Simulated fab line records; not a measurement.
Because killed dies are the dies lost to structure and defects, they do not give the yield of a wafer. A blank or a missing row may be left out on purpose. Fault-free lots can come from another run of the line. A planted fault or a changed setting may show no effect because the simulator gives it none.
Lot-split experiment	flow gf180mcu	route with 602 steps; 5 lots, 23 wafers read

## THE SPLIT ITSELF
At GF_M4_SPUTTER_02 (material AlCu, target thk 450 nm, time 23.9 s), the setting chamber pressure pa was moved away from the recipe's 0.4 Pa on 20 of the 23 wafers read, by -10.4% to +7.6%. The other wafers ran this setting at the recipe's value.

The reading comes from the split's own step.

## THE READING
AlCu_of_M4_SPUTTER_02.thk nm (the simulator's own value, which no gauge read), in nm, at GF_M4_SPUTTER_02 (material AlCu, target thk 450 nm, time 23.9 s). The file gives no usual value for it. Average 445.9 nm, standard deviation 2.1 nm, over the 3 wafers here run with the recipe.

wafer	tool, chamber at the split	chamber pressure pa as run, Pa	against the recipe	AlCu_of_M4_SPUTTER_02.thk nm, nm	against lot-mates on the recipe
L074.1	pvd sputter-01, -	0.4306	+7.6%	434.6	no lot-mate on the recipe
L074.2	pvd sputter-01, -	0.4306	+7.6%	437.7	no lot-mate on the recipe
L074.3	pvd sputter-01, -	0.4306	+7.6%	436.2	no lot-mate on the recipe
L074.4	pvd sputter-01, -	0.4306	+7.6%	435.6	no lot-mate on the recipe
L074.5	pvd sputter-01, -	0.4306	+7.6%	435.9	no lot-mate on the recipe
L075.2	pvd sputter-04, -	0.3583	-10.4%	461.6	no lot-mate on the recipe
L075.3	pvd sputter-04, -	0.3583	-10.4%	464.3	no lot-mate on the recipe
L075.4	pvd sputter-04, -	0.3583	-10.4%	457.4	no lot-mate on the recipe
L075.5	pvd sputter-04, -	0.3583	-10.4%	464.8	no lot-mate on the recipe
L075.6	pvd sputter-04, -	0.3583	-10.4%	462.1	no lot-mate on the recipe
L082.1	pvd sputter-03, -	0.3813	-4.7%	464.1	no lot-mate on the recipe
L082.2	pvd sputter-03, -	0.3813	-4.7%	460.5	no lot-mate on the recipe
L082.3	pvd sputter-03, -	0.3813	-4.7%	464	no lot-mate on the recipe
L082.4	pvd sputter-03, -	0.3813	-4.7%	461	no lot-mate on the recipe
L082.5	pvd sputter-03, -	0.3813	-4.7%	461.2	no lot-mate on the recipe
L084.1	pvd sputter-03, -	0.4189	+4.7%	439.2	no lot-mate on the recipe
L084.2	pvd sputter-03, -	0.4189	+4.7%	446.8	no lot-mate on the recipe
L084.4	pvd sputter-03, -	0.4189	+4.7%	445.8	no lot-mate on the recipe
L084.5	pvd sputter-03, -	0.4189	+4.7%	444.5	no lot-mate on the recipe
L084.6	pvd sputter-03, -	0.4189	+4.7%	441.4	no lot-mate on the recipe
L085.1	pvd sputter-04, -	0.4	recipe	445.9	-
L085.3	pvd sputter-04, -	0.4	recipe	443.4	-
L085.5	pvd sputter-04, -	0.4	recipe	448.5	-

FIT RESULTS
A straight line over all 23 wafers: AlCu_of_M4_SPUTTER_02.thk nm changes by -1.52 nm for each +1% of chamber pressure pa; r = -0.93; the points scatter about the line by 4.2 nm.
Too few moved wafers have a lot-mate on the recipe to fit a line with each lot's own level taken away.

## FILE'S OWN FIT
AlCu_of_M4_SPUTTER_02.thk nm changes by -1.52 nm for each +1% of chamber pressure pa, r = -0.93.
